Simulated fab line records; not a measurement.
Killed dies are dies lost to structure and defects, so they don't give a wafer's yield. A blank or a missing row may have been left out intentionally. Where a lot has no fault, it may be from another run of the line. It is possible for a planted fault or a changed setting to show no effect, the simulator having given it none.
A struck lot beside a sound one :: flow sky130 :: 16 steps out of a route of 708
Sound: wafers L405.2, L405.3, L405.6. Wafers L417.1, L417.3, L417.6 were the ones struck. The cause comes at the end.
Per side, at each step with rows, come the tool, then ch with its chambers, and then its first start. Under that, the readings that differ: sound wafers :: struck wafers :: difference of the means :: sigmas: that difference in standard deviations of wafers without a fault.
alike: readings with means less than 2 such deviations apart, plus words and numbers identical on both sides. not compared: withheld readings, readings lacking a value on some wafer, bounds such as >300 that could conceal the same value, and numbers that have no deviation in the record and whose values overlap.
Wherever a step has rows on one side only, a row that says differs or no value, or a row with sigmas, the two part there. Non-overlapping numbers with no deviation appear without sigmas and do not part them. A reading missing from all wafers of one side parts the sides only when that side holds two or more wafers.

SKY_VT_ADJUST_HVTR_OVL_MEAS_08:
  sound on overlay-02, day 10 09:26; struck on overlay-02, day 14 00:08
  alike: VT_ADJUST_HVTR_OVL
following that, these wafers have no rows for 1 step: SKY_VT_ADJUST_HVTR_IMPLANT_09.
SKY_VT_ADJUST_HVTR_STRIP_10: strips in O2/N2.
  sound on plasma asher-02 ch 0,1, day 10 09:37; struck on plasma asher-03 ch 1, day 14 00:19
  alike: drypump motor current A, n2 flow sccm, oes product au, strip time to endpoint s
  not compared: rf hours counter h
SKY_VT_ADJUST_HVTR_TW_MEAS_11:
  sound on film metro-04, day 10 09:44; struck on film metro-03, day 14 00:25
  alike: VT_ADJUST_HVTR_TW
then, 7 steps without rows for these wafers: SKY_VT_ADJUST_PCH_DEHYDRATE_00 (time 60 s); SKY_VT_ADJUST_PCH_HMDS_01 (prime time 60 s); SKY_VT_ADJUST_PCH_COAT_02 (resist thk 3000 nm); SKY_VT_ADJUST_PCH_SOFTBAKE_03; SKY_VT_ADJUST_PCH_EXPOSE_04 (exposes mask NWM, target cd 840 nm); SKY_VT_ADJUST_PCH_PEB_05; SKY_VT_ADJUST_PCH_DEVELOP_06 (develop time 60 s).
SKY_VT_ADJUST_PCH_OVL_MEAS_07:
  sound on overlay-01, day 11 07:16; struck on overlay-01, day 15 02:31
  alike: VT_ADJUST_PCH_OVL
SKY_VT_ADJUST_PCH_IMPLANT_08:
  sound on implanter-04 ch 0, day 11 07:20; struck on implanter-01 ch 0, day 15 02:33
reading: dose ions cm2
sound: 4.999e+11 5.013e+11 5.006e+11
struck: 2.804e+11 2.806e+11 2.812e+11
difference: -2.199e+11
sigmas: -99 or more

reading: faraday current uA
sound: 2.84 2.82 2.83
struck: 1.57 1.59 1.60
difference: -1.24
sigmas: -19
SKY_VT_ADJUST_PCH_STRIP_09: strips in O2/N2.
  sound on plasma asher-02 ch 0,1, day 11 07:27; struck on plasma asher-02 ch 0,1, day 15 02:42
  alike: drypump motor current A, n2 flow sccm, oes product au, strip time to endpoint s
  not compared: rf hours counter h
SKY_VT_ADJUST_PCH_TW_MEAS_10:
  sound on film metro-02, day 11 07:34; struck on film metro-04, day 15 03:01
reading: VT_ADJUST_PCH_TW
sound: 142.4 141.4 141.4
struck: 122.5 122.2 122.6
difference: -19.3
sigmas: -24
  not compared: hold
-- the record jumps here: 34 days lie between the struck wafers' starts before and after (it left off in module VT_ADJUST_PCH and takes up again in module PAD_OPEN, whose first step shown is number 708 of the route) --
SKY_PAD_OPEN_PROBE_99:
  sound on prober-01, day 46 12:12; struck on prober-01, day 49 11:58
reading: model.etest.pfet g5v0d10v5.r on ohm um
sound: 4725 4596 4689
struck: 4889 4862 4834
difference: +192
sigmas: 

reading: model.etest.pfet g5v0d10v5.drive ua um
sound: 338.3 355.1 344.9
struck: 329.5 333.8 332.2
difference: -14.3
sigmas: 

reading: model.etest.pfet_01v8_lvt.drive ua um
sound: 171.4 175.7 173.3
struck: 165.7 167.7 166.2
difference: -6.9
sigmas: 

reading: model.etest.pfet g5v0d10v5.off log10 a um
sound: -12.92 -12.52 -12.82
struck: -13.39 -13.42 -13.39
difference: -0.65
sigmas: 

reading: model.etest.pfet_01v8_lvt.off log10 a um
sound: -8.834 -8.765 -8.845
struck: -9.902 -9.908 -9.961
difference: -1.109
sigmas: 

reading: model.etest.pfet g5v0d10v5.vt sat v (V)
sound: -0.6752 -0.6224 -0.6556
struck: -0.7376 -0.7331 -0.7355
difference: -0.0843
sigmas: 

reading: model.etest.pfet_16v.vt v (V)
sound: -1.103 -1.094 -1.102
struck: -1.178 -1.173 -1.177
difference: -0.076
sigmas: 

reading: model.etest.pfet g5v0d10v5.vt v (V)
sound: -0.8601 -0.809 -0.8407
struck: -0.9131 -0.9067 -0.9109
difference: -0.0736
sigmas: 
  alike: killed_at_M0_to_M3, killed_at_M4_up, killed at contacts, killed at front end, killed at other, killed dies, killed on rim, killed open, killed short

WHERE THEY PART
At SKY_VT_ADJUST_PCH_IMPLANT_08 first; at SKY_VT_ADJUST_PCH_TW_MEAS_10 last (within this record only). Later steps at which nothing parts them and some readings are alike: SKY_PAD_OPEN_PROBE_99.

WHY: what the simulator had put in
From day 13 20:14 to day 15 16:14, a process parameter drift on implanter-01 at SKY_VT_ADJUST_PCH_IMPLANT_08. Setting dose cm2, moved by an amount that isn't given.
